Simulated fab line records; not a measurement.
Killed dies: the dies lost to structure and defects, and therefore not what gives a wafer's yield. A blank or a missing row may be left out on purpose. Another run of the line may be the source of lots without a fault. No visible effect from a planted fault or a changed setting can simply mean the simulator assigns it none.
fab line records | flow sky130
record: lots: 6 | wafers: 18 | lastDay: 48
route steps=708 shown METAL1@434 PAD_OPEN@708
lots untouched by any fault: they come from a run of this same line in which no faults occurred
startH: the number of hours between the record's first day and the start of the first shown wafer of the lot | waitH: hours since the lot's step before | " the same as in the row above | L1.1+2: a single row standing in for several wafers | - value missing, or start not given | * or withheld: withheld | < > ~ a bound
route shown NAME@n: a module of which the file shows steps, and the number in the route of the first | usual: average and standard deviation across the fault-free wafers | same: alike in all rows | chamber/n: place in a boat | sites: readings site by site | _std_site: how widely they spread, as a standard deviation | _edge_site: the outer-site mean with the inner-site mean subtracted | radiusMm: for every site, how far away it sits from the centre of the wafer | mask NAME#n: copy n | behind: the last tool/chamber to shape the wafer | hold: why the lot went on hold/how many hours it stayed there/how the hold came to an end | device: transistor that didn't switch, given as n, p or np | end of line: the route-end tests of the same wafers | for a step that has no rows: nothing shown but its recipe | killed: at the first sort, the dies lost to defects and structure; wafer yield is something else | map: a wafer's dies, x killed, . not, _ none there
set.NAME: the setting the step ran with; set.NAME@STEP: the setting that earlier step ran with | model.NAME: the simulator's own value behind a step, which no gauge read
lots at selected steps of the route; one table per step, one row per wafer
services: when a tool's chamber went out of use (startH, in hours from the record's first day, below 0 if earlier), for how many hours, and the reason
== steps ==
step: SKY_METAL1_SPUTTER_00
recipe: material: Ti | targetThkNm: 15 | powerW: 3000 | timeS: 10 | chamberPressurePa: 0.4
step: SKY_METAL1_SPUTTER_01
recipe: material: TiN | targetThkNm: 20 | powerW: 6500 | timeS: 16.7 | chamberPressurePa: 0.4
step: SKY_METAL1_SPUTTER_02
recipe: material: AlCu | targetThkNm: 250 | powerW: 10600 | timeS: 13.3 | chamberPressurePa: 0.4
usual: chamberPressurePa: 0.4001/0.00078 | throttleValvePct: 29.8/0.79
same: timeS: 13.3
lot.wafer | tool          | chamber | startH | waitH | chamberPressurePa | throttleValvePct
L420.2    | pvdSputter-04 | -       | 758.93 | 0.0   | 0.3997            | 30.7
L420.3    | "             | -       | "      | "     | 0.4010            | 31.1
L420.5    | "             | -       | "      | "     | 0.4002            | 29.1
L422.1    | pvdSputter-04 | -       | 769.15 | 0.0   | 0.3994            | 29.4
L422.2    | "             | -       | "      | "     | 0.4001            | 30.8
L422.3    | "             | -       | "      | "     | 0.3991            | 30.9
L424.4    | pvdSputter-01 | -       | 779.79 | 0.0   | 0.4007            | 28.7
L424.5    | "             | -       | "      | "     | 0.4008            | 28.7
L424.6    | "             | -       | "      | "     | 0.3998            | 29.8
L425.1    | pvdSputter-04 | -       | 792.83 | 0.0   | 0.4011            | 28.8
L425.3    | "             | -       | "      | "     | 0.3998            | 30.7
L425.5    | "             | -       | "      | "     | 0.4003            | 29.2
L431.2    | pvdSputter-02 | -       | 846.55 | 0.0   | 0.3987            | 30.0
L431.4    | "             | -       | "      | "     | 0.3988            | 29.6
L431.6    | "             | -       | "      | "     | 0.4000            | 29.0
L432.1    | pvdSputter-02 | -       | 850.11 | 0.0   | 0.3992            | 30.1
L432.3    | "             | -       | "      | "     | 0.4012            | 29.3
L432.6    | "             | -       | "      | "     | 0.4003            | 29.1
step: SKY_METAL1_SPUTTER_03
recipe: material: Ti | targetThkNm: 5 | powerW: 3000 | timeS: 3.3 | chamberPressurePa: 0.4
usual: chamberPressurePa: 0.4001/0.00072 | throttleValvePct: 29.8/0.8
same: timeS: 3.3
lot.wafer | tool          | chamber | startH | waitH | chamberPressurePa | throttleValvePct
L420.2    | pvdSputter-04 | -       | 758.95 | 0.0   | 0.4013            | 30.9
L420.3    | "             | -       | "      | "     | 0.4009            | 31.0
L420.5    | "             | -       | "      | "     | 0.4003            | 29.1
L422.1    | pvdSputter-04 | -       | 769.17 | 0.0   | 0.4014            | 29.3
L422.2    | "             | -       | "      | "     | 0.4001            | 30.5
L422.3    | "             | -       | "      | "     | 0.4011            | 30.7
L424.4    | pvdSputter-01 | -       | 779.81 | 0.0   | 0.4002            | 28.5
L424.5    | "             | -       | "      | "     | 0.4004            | 28.4
L424.6    | "             | -       | "      | "     | 0.4003            | 29.9
L425.1    | pvdSputter-04 | -       | 792.85 | 0.0   | 0.4008            | 29.1
L425.3    | "             | -       | "      | "     | 0.4001            | 30.8
L425.5    | "             | -       | "      | "     | 0.4001            | 29.3
L431.2    | pvdSputter-02 | -       | 846.58 | 0.0   | 0.4000            | 29.7
L431.4    | "             | -       | "      | "     | 0.3999            | 29.6
L431.6    | "             | -       | "      | "     | 0.3995            | 28.9
L432.1    | pvdSputter-02 | -       | 850.13 | 0.0   | 0.3999            | 29.6
L432.3    | "             | -       | "      | "     | 0.3998            | 29.1
L432.6    | "             | -       | "      | "     | 0.4009            | 29.1
step: SKY_METAL1_SPUTTER_04
recipe: material: TiN | targetThkNm: 70 | powerW: 6500 | timeS: 58.3 | chamberPressurePa: 0.4
usual: chamberPressurePa: 0.3999/0.00089 | throttleValvePct: 29.8/0.8
same: timeS: 58.3
lot.wafer | tool          | chamber | startH | waitH | chamberPressurePa | throttleValvePct
L420.2    | pvdSputter-04 | -       | 758.97 | 0.0   | 0.4004            | 30.9
L420.3    | "             | -       | "      | "     | 0.4008            | 30.9
L420.5    | "             | -       | "      | "     | 0.4009            | 29.2
L422.1    | pvdSputter-04 | -       | 769.19 | 0.0   | 0.4009            | 29.5
L422.2    | "             | -       | "      | "     | 0.3992            | 30.7
L422.3    | "             | -       | "      | "     | 0.3984            | 30.6
L424.4    | pvdSputter-01 | -       | 779.83 | 0.0   | 0.3999            | 28.5
L424.5    | "             | -       | "      | "     | 0.3996            | 28.7
L424.6    | "             | -       | "      | "     | 0.3999            | 29.8
L425.1    | pvdSputter-04 | -       | 792.87 | 0.0   | 0.3991            | 29.0
L425.3    | "             | -       | "      | "     | 0.4001            | 31.0
L425.5    | "             | -       | "      | "     | 0.3993            | 29.3
L431.2    | pvdSputter-02 | -       | 846.60 | 0.0   | 0.4000            | 29.9
L431.4    | "             | -       | "      | "     | 0.4007            | 29.6
L431.6    | "             | -       | "      | "     | 0.4005            | 28.9
L432.1    | pvdSputter-02 | -       | 850.15 | 0.0   | 0.4026            | 29.9
L432.3    | "             | -       | "      | "     | 0.3999            | 29.0
L432.6    | "             | -       | "      | "     | 0.3997            | 29.2
step: SKY_METAL1_RS_MEAS_05
recipe: thkMeasGauge: four-point-probe | reads: TiN_of_METAL1_SPUTTER_04+Ti_of_METAL1_SPUTTER_03+AlCu_of_METAL1_SPUTTER_02+TiN_of_METAL1_SPUTTER_01+Ti_of_METAL1_SPUTTER_00
usual: METAL1_ALCU_RS: 0.1266/0.0014
lot.wafer | tool         | chamber | startH | waitH | METAL1_ALCU_RS[ohm/sq]
L420.2    | filmMetro-02 | -       | 759.04 | 0.0   | 0.1251
L420.3    | "            | -       | "      | "     | 0.1273
L420.5    | "            | -       | "      | "     | 0.1257
L422.1    | filmMetro-01 | -       | 769.24 | 0.0   | 0.1248
L422.2    | "            | -       | "      | "     | 0.1268
L422.3    | "            | -       | "      | "     | 0.1246
L424.4    | filmMetro-02 | -       | 779.94 | 0.1   | 0.1277
L424.5    | "            | -       | "      | "     | 0.1271
L424.6    | "            | -       | "      | "     | 0.1276
L425.1    | filmMetro-04 | -       | 792.92 | 0.0   | 0.1234
L425.3    | "            | -       | "      | "     | 0.1246
L425.5    | "            | -       | "      | "     | 0.1245
L431.2    | filmMetro-02 | -       | 846.67 | 0.0   | 0.1282
L431.4    | "            | -       | "      | "     | 0.1278
L431.6    | "            | -       | "      | "     | 0.1276
L432.1    | filmMetro-01 | -       | 850.20 | 0.0   | 0.1270
L432.3    | "            | -       | "      | "     | 0.1267
L432.6    | "            | -       | "      | "     | 0.1254
step: SKY_METAL1_THK_MEAS_06
recipe: thkMeasGauge: xrf | reads: AlCu_of_METAL1_SPUTTER_02
usual: METAL1_ALCU_THK: 251/3.1
lot.wafer | tool         | chamber | startH | waitH | METAL1_ALCU_THK[nm]
L420.2    | filmMetro-02 | -       | 759.15 | 0.1   | 254
L420.3    | "            | -       | "      | "     | 251
L420.5    | "            | -       | "      | "     | 253
L422.1    | filmMetro-01 | -       | 769.36 | 0.1   | 254
L422.2    | "            | -       | "      | "     | 249
L422.3    | "            | -       | "      | "     | 255
L424.4    | filmMetro-02 | -       | 780.03 | 0.1   | 249
L424.5    | "            | -       | "      | "     | 252
L424.6    | "            | -       | "      | "     | 250
L425.1    | filmMetro-04 | -       | 793.04 | 0.1   | 256
L425.3    | "            | -       | "      | "     | 255
L425.5    | "            | -       | "      | "     | 255
L431.2    | filmMetro-02 | -       | 846.78 | 0.1   | 251
L431.4    | "            | -       | "      | "     | 249
L431.6    | "            | -       | "      | "     | 250
L432.1    | filmMetro-01 | -       | 850.32 | 0.1   | 247
L432.3    | "            | -       | "      | "     | 249
L432.6    | "            | -       | "      | "     | 252
step: SKY_METAL1_DEHYDRATE_07
recipe: tempC: 200 | timeS: 60
step: SKY_METAL1_HMDS_08
recipe: primeTimeS: 60 | primeTempC: 120
step: SKY_METAL1_COAT_09
recipe: resist: BARC | tempC: withheld | timeS: withheld | spinRpm: 3000 | resistThkNm: 60
step: SKY_METAL1_COAT_10
recipe: resist: KrF-thick | spinRpm: 3000 | resistThkNm: 450
step: SKY_METAL1_SOFTBAKE_11
recipe: tempC: 100 | timeS: 90 | resist: KrF-thick
step: SKY_METAL1_EXPOSE_12
recipe: maskId: MM1 | na: 0.8 | sourceShape: annular | sigmaInner: 0.55 | sigmaOuter: 0.85 | targetCdNm: 140 | doseMj: 28
lot.wafer  | tool          | chamber | startH | waitH | mask
L420.2+3+5 | krfScanner-02 | 0       | 772.45 | -     | MM1#0
L422.1+2+3 | krfScanner-01 | 0       | 783.23 | -     | MM1#0
L424.4+5+6 | krfScanner-02 | 0       | 793.40 | -     | MM1#0
L425.1+3+5 | krfScanner-02 | 0       | 806.48 | -     | MM1#0
L431.2+4+6 | krfScanner-01 | 0       | 859.40 | -     | MM1#0
L432.1+3+6 | krfScanner-01 | 0       | 862.10 | -     | MM1#0
step: SKY_METAL1_PEB_13
recipe: pebTempC: withheld | pebTimeS: withheld | resist: KrF-thick
step: SKY_METAL1_DEVELOP_14
recipe: developTimeS: 60 | resist: KrF-thick | devTempC: 21
step: SKY_METAL1_CD_MEAS_15
recipe: targetCdNm: 140
usual: cdNm: 140.0/1.6
lot.wafer | tool     | chamber | startH | waitH | cdNm
L420.2    | cdSem-02 | -       | 785.67 | -     | 140.6
L420.3    | "        | -       | "      | "     | 138.8
L420.5    | "        | -       | "      | "     | 139.9
L422.1    | cdSem-02 | -       | 795.51 | -     | 141.0
L422.2    | "        | -       | "      | "     | 144.1
L422.3    | "        | -       | "      | "     | 143.4
L424.4    | cdSem-02 | -       | 806.80 | -     | 137.9
L424.5    | "        | -       | "      | "     | 133.7
L424.6    | "        | -       | "      | "     | 135.4
L425.1    | cdSem-01 | -       | 819.85 | -     | 138.8
L425.3    | "        | -       | "      | "     | 133.8
L425.5    | "        | -       | "      | "     | 134.3
L431.2    | cdSem-02 | -       | 872.57 | -     | 138.3
L431.4    | "        | -       | "      | "     | 137.9
L431.6    | "        | -       | "      | "     | 140.6
L432.1    | cdSem-01 | -       | 875.49 | -     | 137.0
L432.3    | "        | -       | "      | "     | 138.1
L432.6    | "        | -       | "      | "     | 139.9
step: SKY_METAL1_OVL_MEAS_16
usual: METAL1_OVL: -1/4.9
lot.wafer | tool       | chamber | startH | waitH | METAL1_OVL[nm]
L420.2    | overlay-01 | -       | 785.78 | 0.1   | -5
L420.3    | "          | -       | "      | "     | -5
L420.5    | "          | -       | "      | "     | -3
L422.1    | overlay-02 | -       | 795.63 | 0.1   | 4
L422.2    | "          | -       | "      | "     | 14
L422.3    | "          | -       | "      | "     | 5
L424.4    | overlay-02 | -       | 806.88 | 0.1   | -2
L424.5    | "          | -       | "      | "     | -6
L424.6    | "          | -       | "      | "     | -11
L425.1    | overlay-01 | -       | 819.97 | 0.1   | -1
L425.3    | "          | -       | "      | "     | 1
L425.5    | "          | -       | "      | "     | -2
L431.2    | overlay-02 | -       | 872.68 | 0.1   | -4
L431.4    | "          | -       | "      | "     | -10
L431.6    | "          | -       | "      | "     | -10
L432.1    | overlay-01 | -       | 875.61 | 0.1   | 0
L432.3    | "          | -       | "      | "     | 2
L432.6    | "          | -       | "      | "     | -2
step: SKY_METAL1_DESCUM_17
recipe: chemistry: O2 | sourcePowerW: 150 | biasPowerW: 0 | pressureMtorr: 10 | tempC: 40 | timeS: 8
usual: drypumpMotorCurrentA: 5.8/0.5 | oesProductAu: 1.004/0.0085
same: biasPowerW: 0 | timeS: 8
lot.wafer | tool        | chamber | startH | waitH | drypumpMotorCurrentA | oesProductAu | rfHoursCounterH | model.METAL1.cdNm
L420.2    | rieMetal-04 | 0       | 785.81 | 0.0   | 6.5                  | 1.003        | 9               | 140.8
L420.3    | "           | 1       | "      | "     | 5.9                  | 0.999        | -               | 139.5
L420.5    | "           | 0       | "      | "     | 6.5                  | 1.001        | -               | 140.5
L422.1    | rieMetal-01 | 1       | 795.67 | 0.0   | 5.7                  | 1.010        | 6               | 141.9
L422.2    | "           | 0       | "      | "     | 4.8                  | 0.998        | 4               | 143.7
L422.3    | "           | 1       | "      | "     | 5.7                  | 1.008        | -               | 143.6
L424.4    | rieMetal-03 | 1       | 806.91 | 0.0   | 5.9                  | 0.999        | -               | 137.7
L424.5    | "           | 1       | "      | "     | 5.9                  | 1.011        | -               | 133.3
L424.6    | "           | 0       | "      | "     | 5.6                  | 1.000        | -               | 135.2
L425.1    | rieMetal-01 | 1       | 820.01 | 0.0   | 5.7                  | 0.995        | 7               | 139.2
L425.3    | "           | 0       | "      | "     | 4.9                  | 0.986        | -               | 133.2
L425.5    | "           | 1       | "      | "     | 5.7                  | 0.997        | -               | 134.1
L431.2    | rieMetal-01 | 0       | 872.71 | 0.0   | 4.9                  | 0.995        | 6               | 138.5
L431.4    | "           | 0       | "      | "     | 4.9                  | 0.998        | -               | 137.6
L431.6    | "           | 1       | "      | "     | 5.7                  | 1.009        | -               | 140.6
L432.1    | rieMetal-04 | 1       | 875.65 | 0.0   | 6.0                  | 1.017        | 4               | 137.2
L432.3    | "           | 1       | "      | "     | 6.0                  | 1.002        | -               | 138.5
L432.6    | "           | 0       | "      | "     | 6.4                  | 1.013        | -               | 141
step: SKY_METAL1_ETCH_18
recipe: chemistry: N2/H2 | target: BARC | ionEnergyEv: 200 | biasW: 100 | pressureMtorr: 30 | n2FlowSccm: 100 | h2FlowSccm: 200 | icpW: 500 | stopOn: SiO2 | timeS: 45.9 | targetDepthA: 600
usual: drypumpMotorCurrentA: 5.9/0.5 | oesProductAu: 0.855/0.0047 | throttleValvePct: 13.226/0.0082
same: timeS: 45.9
lot.wafer | tool        | chamber | startH | waitH | drypumpMotorCurrentA | oesProductAu | rfHoursCounterH | throttleValvePct
L420.2    | rieMetal-04 | 0       | 785.84 | 0.0   | 6.4                  | 0.853        | 9               | 13.239
L420.3    | "           | 1       | "      | "     | 6.0                  | 0.845        | -               | 13.219
L420.5    | "           | 0       | "      | "     | 6.4                  | 0.853        | -               | 13.227
L422.1    | rieMetal-01 | 1       | 795.70 | 0.0   | 5.7                  | 0.859        | 6               | 13.219
L422.2    | "           | 0       | "      | "     | 4.9                  | 0.855        | 4               | 13.230
L422.3    | "           | 1       | "      | "     | 5.7                  | 0.862        | -               | 13.229
L424.4    | rieMetal-03 | 1       | 806.95 | 0.0   | 5.9                  | 0.854        | -               | 13.230
L424.5    | "           | 1       | "      | "     | 5.9                  | 0.857        | -               | 13.217
L424.6    | "           | 0       | "      | "     | 5.6                  | 0.859        | -               | 13.224
L425.1    | rieMetal-01 | 1       | 820.04 | 0.0   | 5.7                  | 0.855        | 7               | 13.241
L425.3    | "           | 0       | "      | "     | 4.9                  | 0.858        | -               | 13.219
L425.5    | "           | 1       | "      | "     | 5.7                  | 0.860        | -               | 13.232
L431.2    | rieMetal-01 | 0       | 872.74 | 0.0   | 4.9                  | 0.861        | 6               | 13.222
L431.4    | "           | 0       | "      | "     | 4.9                  | 0.848        | -               | 13.220
L431.6    | "           | 1       | "      | "     | 5.7                  | 0.849        | -               | 13.221
L432.1    | rieMetal-04 | 1       | 875.68 | 0.0   | 6.0                  | 0.858        | 4               | 13.227
L432.3    | "           | 1       | "      | "     | 6.0                  | 0.851        | -               | 13.234
L432.6    | "           | 0       | "      | "     | 6.5                  | 0.848        | -               | 13.206
step: SKY_METAL1_METAL_ETCH_19
recipe: targetDepthA: 3600 | stopOn: SiO2 | overEtchFrac: 0.3 | timeS: 78 | chemistry: Cl2/BCl3 | resistSidewallDeg: 88 | pressureMtorr: 10 | icpW: 900 | biasW: 48.5 | Cl2_flow_sccm: 60 | bcl3FlowSccm: 30
usual: drypumpMotorCurrentA: 5.8/0.5 | oesProductAu: 0.855/0.0062 | throttleValvePct: 22.264/0.008
same: timeS: 78
lot.wafer | tool        | chamber | startH | waitH | drypumpMotorCurrentA | oesProductAu | rfHoursCounterH | throttleValvePct | model.METAL1.cdNm
L420.2    | rieMetal-04 | 0       | 785.91 | 0.0   | 6.5                  | 0.865        | 9               | 22.267           | 136.7
L420.3    | "           | 1       | "      | "     | 5.9                  | 0.861        | -               | 22.281           | 137.3
L420.5    | "           | 0       | "      | "     | 6.5                  | 0.862        | -               | 22.265           | 136.6
L422.1    | rieMetal-01 | 1       | 795.76 | 0.0   | 5.7                  | 0.845        | 6               | 22.270           | 142.1
L422.2    | "           | 0       | "      | "     | 4.9                  | 0.858        | 4               | 22.273           | 142.5
L422.3    | "           | 1       | "      | "     | 5.7                  | 0.862        | -               | 22.275           | 145.5
L424.4    | rieMetal-03 | 1       | 807.03 | 0.1   | 6.0                  | 0.848        | -               | 22.259           | 139.4
L424.5    | "           | 1       | "      | "     | 5.9                  | 0.856        | -               | 22.259           | 135.2
L424.6    | "           | 0       | "      | "     | 5.5                  | 0.855        | -               | 22.266           | 135.5
L425.1    | rieMetal-01 | 1       | 820.11 | 0.0   | 5.7                  | 0.866        | 7               | 22.267           | 141.2
L425.3    | "           | 0       | "      | "     | 4.8                  | 0.867        | -               | 22.273           | 133
L425.5    | "           | 1       | "      | "     | 5.7                  | 0.861        | -               | 22.266           | 137.9
L431.2    | rieMetal-01 | 0       | 872.81 | 0.0   | 4.9                  | 0.847        | 6               | 22.278           | 135.5
L431.4    | "           | 0       | "      | "     | 4.9                  | 0.852        | -               | 22.263           | 135.9
L431.6    | "           | 1       | "      | "     | 5.7                  | 0.849        | -               | 22.259           | 143.5
L432.1    | rieMetal-04 | 1       | 875.75 | 0.0   | 6.0                  | 0.855        | 4               | 22.269           | 136.4
L432.3    | "           | 1       | "      | "     | 5.9                  | 0.855        | -               | 22.263           | 137.3
L432.6    | "           | 0       | "      | "     | 6.5                  | 0.861        | -               | 22.265           | 137.8
step: SKY_METAL1_STRIP_20
recipe: chemistry: O2/N2 | powerW: 1400 | pressureMtorr: 1500 | platenTempC: withheld | o2FlowSccm: 3000 | n2FlowSccm: 300 | overashFraction: 0.5
usual: drypumpMotorCurrentA: 5.94/0.27 | oesProductAu: 0.342/0.0049 | stripTimeToEndpointS: 2.67/0.031
lot.wafer | tool           | chamber | startH | waitH | drypumpMotorCurrentA | oesProductAu | rfHoursCounterH | stripTimeToEndpointS
L420.2    | plasmaAsher-03 | 1       | 786.00 | 0.1   | 5.66                 | 0.346        | 70              | 2.64
L420.3    | "              | 0       | "      | "     | 5.77                 | 0.346        | -               | 2.73
L420.5    | "              | 1       | "      | "     | 5.72                 | 0.346        | -               | 2.68
L422.1    | plasmaAsher-02 | 0       | 795.85 | 0.1   | 5.78                 | 0.340        | 36              | 2.66
L422.2    | "              | 1       | "      | "     | 6.07                 | 0.338        | 36              | 2.73
L422.3    | "              | 1       | "      | "     | 6.07                 | 0.339        | -               | 2.69
L424.4    | plasmaAsher-03 | 1       | 807.12 | 0.1   | 5.69                 | 0.342        | -               | 2.66
L424.5    | "              | 1       | "      | "     | 5.72                 | 0.340        | -               | 2.66
L424.6    | "              | 0       | "      | "     | 5.84                 | 0.343        | -               | 2.62
L425.1    | plasmaAsher-02 | 1       | 820.20 | 0.1   | 6.07                 | 0.339        | 38              | 2.66
L425.3    | "              | 0       | "      | "     | 5.80                 | 0.342        | -               | 2.67
L425.5    | "              | 0       | "      | "     | 5.80                 | 0.333        | -               | 2.64
L431.2    | plasmaAsher-02 | 1       | 872.90 | 0.1   | 6.06                 | 0.345        | 43              | 2.64
L431.4    | "              | 0       | "      | "     | 5.76                 | 0.342        | -               | 2.64
L431.6    | "              | 1       | "      | "     | 6.06                 | 0.341        | -               | 2.63
L432.1    | plasmaAsher-03 | 0       | 875.84 | 0.1   | 5.79                 | 0.348        | 79              | 2.69
L432.3    | "              | 1       | "      | "     | 5.76                 | 0.350        | -               | 2.69
L432.6    | "              | 0       | "      | "     | 5.81                 | 0.349        | -               | 2.68
step: SKY_PAD_OPEN_PROBE_99
usual: defectLimitedYield: 82.5/1.9 | killed_at_M0_to_M3: 43/6.8 | killed_at_M4_up: 3.2/1.7 | killedAtContacts: 24/5.7 | killedAtFrontEnd: 16/4.3 | killedAtOther: 0.3/0.56 | killedDies: 86/9.5 | killedOpen: 47/6.9 | killedShort: 39/5.8 | sort_bin_3_pad_short: 0.9/0.39 | sort_bin_5_function: 10.3/1.5 | sort_bin_6_memory: 6.3/1.1 | sortNPass: 406/9.5 | sortYieldPct: 82.5/1.9
same: grossDies: 492 | killedAtBackSide: 0 | sort_bin_4_leakage[%]: 0 | sort_bin_8_speed[%]: 0
lot.wafer | tool      | chamber | startH  | waitH | defectLimitedYield[%] | killed_at_M0_to_M3 | killed_at_M4_up | killedAtContacts | killedAtFrontEnd | killedAtOther | killedDies | killedOpen | killedShort | sort_bin_3_pad_short[%] | sort_bin_5_function[%] | sort_bin_6_memory[%] | sortNPass | sortYieldPct[%]
L420.2    | prober-02 | -       | 1090.22 | 0.1   | 82.1                  | 41                 | 2               | 29               | 16               | 0             | 88         | 43         | 45          | 1.2                     | 10.6                   | 6.1                  | 404       | 82.1
L420.3    | prober-02 | -       | 1090.27 | 0.2   | 83.1                  | 36                 | 2               | 24               | 21               | 0             | 83         | 47         | 36          | 1.0                     | 10.2                   | 5.7                  | 409       | 83.1
L420.5    | prober-02 | -       | 1090.37 | 0.2   | 82.1                  | 46                 | 1               | 23               | 18               | 0             | 88         | 51         | 37          | 0.2                     | 10.8                   | 6.9                  | 404       | 82.1
L424.6    | prober-01 | -       | 1110.48 | 0.2   | 84.3                  | 37                 | 4               | 21               | 15               | 0             | 77         | 36         | 40          | 0.8                     | 9.1                    | 5.7                  | 415       | 84.3
L425.1    | prober-01 | -       | 1117.31 | 0.1   | 84.6                  | 33                 | 2               | 23               | 18               | 0             | 76         | 42         | 34          | 1.2                     | 8.5                    | 5.7                  | 416       | 84.6
L425.3    | prober-01 | -       | 1117.41 | 0.2   | 81.9                  | 42                 | 1               | 24               | 22               | 0             | 89         | 45         | 44          | 1.2                     | 10.0                   | 6.9                  | 403       | 81.9
L425.5    | prober-01 | -       | 1117.51 | 0.2   | 83.9                  | 30                 | 4               | 27               | 18               | 0             | 79         | 43         | 35          | 0.8                     | 8.9                    | 6.3                  | 413       | 83.9
killed by level:class
L420.2 CONTACT:geometricParticle:open=14 VIA2:geometricParticle:open=9 LI_CONTACT:geometricParticle:open=6 VIA1:geometricParticle:short=6 POLY_GATE:geometricParticle:short=5 VIA1:geometricParticle:open=5 METAL3:geometricParticle:short=5 FIELD_ISO:geometricParticle:open=4
L420.3 VIA1:geometricParticle:open=9 VIA2:geometricParticle:short=8 LI_CONTACT:geometricParticle:open=7 FIELD_ISO:geometricParticle:open=6 CONTACT:geometricParticle:open=6 VIA3:geometricParticle:open=6 CONTACT:geometricParticle:short=5 FIELD_ISO:geometricParticle:short=4
L420.5 VIA1:geometricParticle:open=13 LI_CONTACT:geometricParticle:open=9 CONTACT:geometricParticle:open=9 FIELD_ISO:geometricParticle:short=8 VIA2:geometricParticle:open=6 VIA2:geometricParticle:short=6 VIA3:geometricParticle:open=5 FIELD_ISO:geometricParticle:open=4
L424.6 VIA1:geometricParticle:open=7 CONTACT:geometricParticle:open=6 LI_CONTACT:geometricParticle:open=5 CONTACT:geometricParticle:short=5 METAL1:geometricParticle:short=5 VIA2:geometricParticle:open=5 FIELD_ISO:geometricParticle:short=4 VIA3:geometricParticle:open=4
L425.1 CONTACT:geometricParticle:open=8 VIA2:geometricParticle:open=7 FIELD_ISO:geometricParticle:open=6 POLY_GATE:geometricParticle:short=6 LI_CONTACT:geometricParticle:open=6 VIA1:geometricParticle:open=6 METAL2:geometricParticle:short=6 VIA1:geometricParticle:short=5
L425.3 CONTACT:geometricParticle:open=12 FIELD_ISO:geometricParticle:short=8 POLY_GATE:geometricParticle:short=8 VIA1:geometricParticle:open=7 VIA2:geometricParticle:open=7 METAL2:geometricParticle:short=6 VIA3:geometricParticle:open=6 LI_CONTACT:geometricParticle:open=5
L425.5 CONTACT:geometricParticle:open=14 VIA1:geometricParticle:open=8 POLY_GATE:geometricParticle:open=6 POLY_GATE:geometricParticle:short=6 LI_CONTACT:geometricParticle:open=4 CONTACT:geometricParticle:short=4 VIA3:geometricParticle:short=4 LI_CONTACT:geometricParticle:short=3
== services ==
tool           | chamber | startH | hours | kind
rieMetal-04    | 1       | 737.19 | -     | clean
rieMetal-04    | 1       | 737.19 | 19.9  | scheduledDown
rieMetal-04    | 1       | 737.19 | 19.9  | ventCycle
krfScanner-01  | -       | 752.09 | 1.0   | pm
rieMetal-03    | 1       | 756.82 | -     | clean
rieMetal-03    | 1       | 756.82 | 28.7  | scheduledDown
rieMetal-03    | 1       | 756.82 | 28.7  | ventCycle
krfScanner-02  | 0       | 760.76 | -     | calibration
pvdSputter-02  | -       | 763.99 | 2.8   | repair
krfScanner-01  | -       | 765.77 | 0.8   | pm
krfScanner-01  | 0       | 773.52 | -     | calibration
plasmaAsher-03 | -       | 783.87 | 0.4   | repair
krfScanner-02  | -       | 785.59 | 0.5   | repair
krfScanner-02  | -       | 802.37 | 1.0   | pm
plasmaAsher-02 | -       | 813.28 | 2.8   | pm
krfScanner-02  | -       | 815.93 | 1.3   | pm
rieMetal-04    | -       | 828.11 | 2.8   | pm
pvdSputter-04  | 2       | 830.43 | -     | consumableReplace:kit
pvdSputter-04  | 2       | 830.43 | 18.0  | scheduledDown
pvdSputter-04  | 2       | 830.43 | 18.0  | ventCycle
krfScanner-01  | -       | 837.47 | 1.3   | pm
rieMetal-03    | 1       | 840.40 | 2.4   | repair
krfScanner-01  | -       | 867.47 | 4.0   | pm
krfScanner-01  | -       | 874.11 | 2.5   | repair
== key ==
firstSign: step: SKY_METAL1_CD_MEAS_15 | reading: cdNm | direction: down | sigmas: 3.5 | usual: 140.0 | struck: 134.3
effect none on later readings
modelEffect: step: SKY_METAL1_DESCUM_17 | value: METAL1.cdNm | without: 138.3 | struck: 134
modelEffect: step: SKY_METAL1_METAL_ETCH_19 | value: METAL1.cdNm | without: 139.8 | struck: 135.4
metAt SKY_METAL1_EXPOSE_12
struckWafers L424.5,L424.6,L425.3,L425.5
onsetBetween 772.45 793.40
fault: kind: processParameterDrift | tool: krfScanner-02 | chamber: - | onsetH: 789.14 | steps: SKY_METAL1_EXPOSE_12 | channel: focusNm | offset: 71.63 | shape: step | endH: 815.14 | scope: struckWafersOnly
